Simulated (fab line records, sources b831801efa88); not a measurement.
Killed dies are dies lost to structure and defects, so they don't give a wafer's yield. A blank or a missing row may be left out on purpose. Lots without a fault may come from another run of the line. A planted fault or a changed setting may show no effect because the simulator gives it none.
A struck lot beside a sound one | flow sky130 | 21 steps out of a route of 708
Sound: wafers L123.1, L123.4, L123.6. Struck: wafer L130.2. (L130.3, L130.6 of the same lot were not struck and are left out.) The cause comes at the end.
At each step with rows: each side's tool, then ch and its chambers, then its first start. Under that, the readings that differ: sound wafers | struck wafers | difference of the means | sigmas: that difference in standard deviations of wafers without a fault.
alike: readings whose means differ by less than 2 such deviations, and words and numbers that are the same on both sides. not compared: withheld readings, readings that some wafer has no value for, bounds like >300 that may hide the same value, and numbers for which the record gives no deviation and whose values overlap.
The two part at a step that has a row with sigmas, a row that says differs or no value, or rows on one side only. Numbers that don't overlap but have no deviation are shown without sigmas and don't part them. A reading that every wafer of one side lacks parts them only if that side has two wafers or more.

first, 4 steps without rows for these wafers: SKY_METAL3_STRIP_20 (strips in post etch residue remover, time 1200 s); SKY_METAL3_CLEAN_21 (cleans in IPA, time 180 s); SKY_METAL3_CLEAN_22 (cleans in O3/DIW); SKY_VIA3_HDPCVD_00 (deposits SiO2, target thk 1635 nm, time 272.5 s).
SKY_VIA3_THK_MEAS_01:
  sound on film_metro-03, day 39 21:41; struck on film_metro-03, day 41 18:23
  alike: VIA3_HDPCVD_THK
SKY_VIA3_CMP_02: polishes SiO2.
  sound on cmp-01 ch 1,2,3, day 39 21:48; struck on cmp-01 ch 0, day 41 18:32
  alike: edge_zone_pressure_frac, motor_current_A
SKY_VIA3_BOW_MEAS_03:
  sound on film_metro-02, day 39 22:03; struck on film_metro-01, day 41 18:46
  alike: VIA3_BOW
then, 5 steps without rows for these wafers: SKY_VIA3_DEHYDRATE_04 (time 60 s); SKY_VIA3_HMDS_05 (prime time 60 s); SKY_VIA3_COAT_06 (resist thk 60 nm); SKY_VIA3_COAT_07 (resist thk 450 nm); SKY_VIA3_SOFTBAKE_08 (time 90 s).
SKY_VIA3_EXPOSE_09: exposes mask VIM3, target cd 200 nm.
  sound on krf_scanner-01 ch 0, day 40 10:37; struck on krf_scanner-02 ch 0, day 42 06:50
  alike: mask, reticle_temp_C
then, 2 steps without rows for these wafers: SKY_VIA3_PEB_10; SKY_VIA3_DEVELOP_11 (develop time 60 s).
SKY_VIA3_CD_MEAS_12: target cd 200 nm.
  sound on cd_sem-02, day 40 22:32; struck on cd_sem-01, day 42 18:44
  reading    | sound             | struck | difference | sigmas
  cd_nm (nm) | 198.4 198.5 197.5 | 159.7  | -38.4      | -32
SKY_VIA3_OVL_MEAS_13:
  sound on overlay-01, day 40 22:39; struck on overlay-02, day 42 18:51
  alike: VIA3_OVL
SKY_VIA3_ETCH_14: etches BARC in N2/H2, stops on SiO2, time 45.9 s, target depth 60 nm.
  sound on rie_diel-03 ch 0,1,3, day 40 22:41; struck on rie_diel-04 ch 1, day 42 18:53
  reading               | sound             | struck | difference | sigmas
  model.VIA3.cd_nm (nm) | 199.9 198.7 197.4 | 159.9  | -38.8      |
  alike: drypump_motor_current_A, n2_flow_sccm, oes_product_au, throttle_valve_pct
  not compared: rf_hours_counter_h
SKY_VIA3_ETCH_15: etches SiO2 in C4F8/O2/Ar, stops on TiN, target depth 507 nm, time 78 s.
  sound on rie_diel-03 ch 0,1,3, day 40 22:43; struck on rie_diel-04 ch 1, day 42 18:55
  reading               | sound             | struck | difference | sigmas
  model.VIA3.cd_nm (nm) | 200.4 201.8 198.6 | 159.2  | -41.1      |
  alike: oes_product_au
SKY_VIA3_STRIP_16: strips in O2/N2.
  sound on plasma_asher-01 ch 0,1, day 40 22:47; struck on plasma_asher-02 ch 1, day 42 18:59
  alike: drypump_motor_current_A, n2_flow_sccm, o2_flow_sccm, oes_product_au, strip_time_to_endpoint_s
  not compared: rf_hours_counter_h
-- the record jumps here: 6 days lie between the struck wafers' starts before and after (it left off in module VIA3 and takes up again in module PAD_OPEN, whose first step shown is number 708 of the route) --
SKY_PAD_OPEN_PROBE_99:
  sound on prober-02, day 46 22:56; struck on prober-02, day 48 12:05
  reading                  | sound          | struck | difference | sigmas
  defect_limited_yield (%) | 86.0 83.9 86.2 | 17.9   | -67.5      | -37
  killed_at_M0_to_M3       | 38 39 26       | 366    | +332       | +50
  killed_dies              | 69 79 68       | 404    | +332       | +38
  killed_on_rim            | 11 15 16       | 55     | +41        | +10
  sort_bin_5_function (%)  | 6.3 9.6 8.5    | 74.4   | +66.3      | +47
  sort_n_pass              | 423 413 424    | 88     | -332       | -38
  sort_yield_pct (%)       | 86.0 83.9 86.2 | 17.9   | -67.5      | -37
  alike: killed_at_M4_up, killed_at_contacts, killed_at_front_end, killed_at_other, killed_open, killed_short, sort_bin_3_pad_short, sort_bin_6_memory

WHERE THEY PART
First at SKY_VIA3_CD_MEAS_12; last, within this record, at SKY_PAD_OPEN_PROBE_99.

WHY: what the simulator had put in
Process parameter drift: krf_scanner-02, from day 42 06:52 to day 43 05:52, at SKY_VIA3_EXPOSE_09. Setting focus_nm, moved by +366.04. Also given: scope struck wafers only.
